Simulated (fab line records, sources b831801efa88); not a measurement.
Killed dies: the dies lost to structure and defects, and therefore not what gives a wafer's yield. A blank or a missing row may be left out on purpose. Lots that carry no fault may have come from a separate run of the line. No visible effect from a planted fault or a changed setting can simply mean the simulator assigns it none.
Struck lot and sound lot, side by side ; flow gf180mcu ; 17 steps out of a route of 602
Sound: the wafers L456.1, L456.2, L456.6. Wafers struck: L468.1, L468.3, L468.4. The cause is given at the end.
Per side, at each step with rows, come the tool, then ch with its chambers, and then its first start. Under that, the readings that differ: sound wafers ; struck wafers ; difference of the means ; sigmas: that difference in standard deviations of wafers without a fault.
alike: readings whose means differ by less than 2 such deviations, and words and numbers that are the same on both sides. not compared: withheld readings, readings that some wafer has no value for, bounds like >300 that may hide the same value, and numbers for which the record gives no deviation and whose values overlap.
A row with sigmas, a row that says differs or no value, or rows on one side alone: a step with any of these is where the two part. Non-overlapping numbers with no deviation appear without sigmas and do not part them. Lack of a reading on every wafer of one side parts them only where that side has two or more wafers.

first, 2 steps without rows for these wafers: GF_HV_LDD_PEB_44; GF_HV_LDD_DEVELOP_45 (develop time 60 s).
GF_HV_LDD_CD_MEAS_46: the cd target is 400 nm.
  sound on cd_sem-02, day 12 10:49; struck on cd_sem-02, day 16 13:30
  alike: cd_nm
GF_HV_LDD_OVL_MEAS_47:
  sound on overlay-02, day 12 10:56; struck on overlay-01, day 16 13:37
  alike: HV_LDD_03_OVL
next, for these wafers, 1 step has no rows: GF_HV_LDD_IMPLANT_48.
GF_HV_LDD_STRIP_49: strips in O2/N2.
  sound on plasma_asher-03 ch 0,1, day 12 11:07; struck on plasma_asher-01 ch 0,1, day 16 13:49
  alike: drypump_motor_current_A, heater_power_w, o2_flow_sccm, oes_product_au, strip_time_to_endpoint_s
  not compared: rf_hours_counter_h
GF_HV_LDD_TW_MEAS_50:
  sound on film_metro-03, day 12 11:13; struck on film_metro-03, day 16 13:55
  alike: HV_LDD_4_TW
then, 1 step without rows for these wafers: GF_HV_LDD_CLEAN_51 (cleans in SC1/SC2, time 150 s).
GF_HV_LDD_RTA_52: time 10 s.
  sound on rtp_anneal-02 ch 0, day 12 11:20; struck on rtp_anneal-01 ch 0, day 16 14:05
reading;sound;struck;difference;sigmas
lamp_power_pct (%);28 28 28;38 38 38;+10;+2
  alike: wafer_temp_C_max
GF_HV_LDD_RS_MEAS_53: uses a four-point probe to measure.
  sound on film_metro-01, day 12 11:24; struck on film_metro-03, day 16 14:08
  alike: HV_LDD_RS
then, 1 step without rows for these wafers: GF_HV_LDD_CVD_54 (deposits SiO2 from TEOS, target thk 10 nm, time 75 s).
GF_HV_LDD_THK_MEAS_55:
  sound on film_metro-04, day 12 12:33; struck on film_metro-03, day 16 15:17
  alike: HV_LDD_CVD_54_THK
GF_HV_LDD_CVD_56: deposits Si3N4 from DCS/NH3, target thk 90 nm, time 1543 s.
  sound on lpcvd-02 ch 0, day 12 12:37; struck on lpcvd-01 ch 0, day 16 15:21
reading;sound;struck;difference;sigmas
model.Si3N4_of_HV_LDD_CVD_56.thk_nm (nm);88.91 88.83 89.64;80.99 80.45 81.08;-8.29;
  alike: susceptor_temp_C
GF_HV_LDD_THK_MEAS_57:
  sound on film_metro-04, day 12 14:02; struck on film_metro-04, day 16 17:00
reading;sound;struck;difference;sigmas
HV_LDD_CVD_56_THK (nm);88.9 89.0 89.6;81.0 80.4 81.1;-8.3;-8
  not compared: hold
GF_HV_LDD_ETCHBACK_58: etches Si3N4 in CH3F/O2, stops on SiO2, time 100 s, target depth 90 nm.
  sound on rie_diel-01 ch 1,2,3, day 12 14:05; struck on rie_diel-03 ch 0,1,2, day 16 19:10
reading;sound;struck;difference;sigmas
hold;- - -;await_dispo/2.1h/release await_dispo/2.1h/release await_dispo/2.1h/release;no value on the sound wafers;
oes_product_au (a.u.);0.838 0.835 0.834;0.792 0.786 0.795;-0.045;-6
model.etch.depth_nm (nm);88.91 88.83 89.64;80.99 80.45 81.08;-8.29;
  alike: ch3f_flow_sccm, drypump_motor_current_A, throttle_valve_pct
  not compared: rf_hours_counter_h
then, 2 steps without rows for these wafers: GF_NSD_DEHYDRATE_00 (time 60 s); GF_PASSIVATION_PROBE_99.

WHERE THEY PART
First at GF_HV_LDD_RTA_52; last, within this record, at GF_HV_LDD_ETCHBACK_58.

WHY: the cause the simulator had injected
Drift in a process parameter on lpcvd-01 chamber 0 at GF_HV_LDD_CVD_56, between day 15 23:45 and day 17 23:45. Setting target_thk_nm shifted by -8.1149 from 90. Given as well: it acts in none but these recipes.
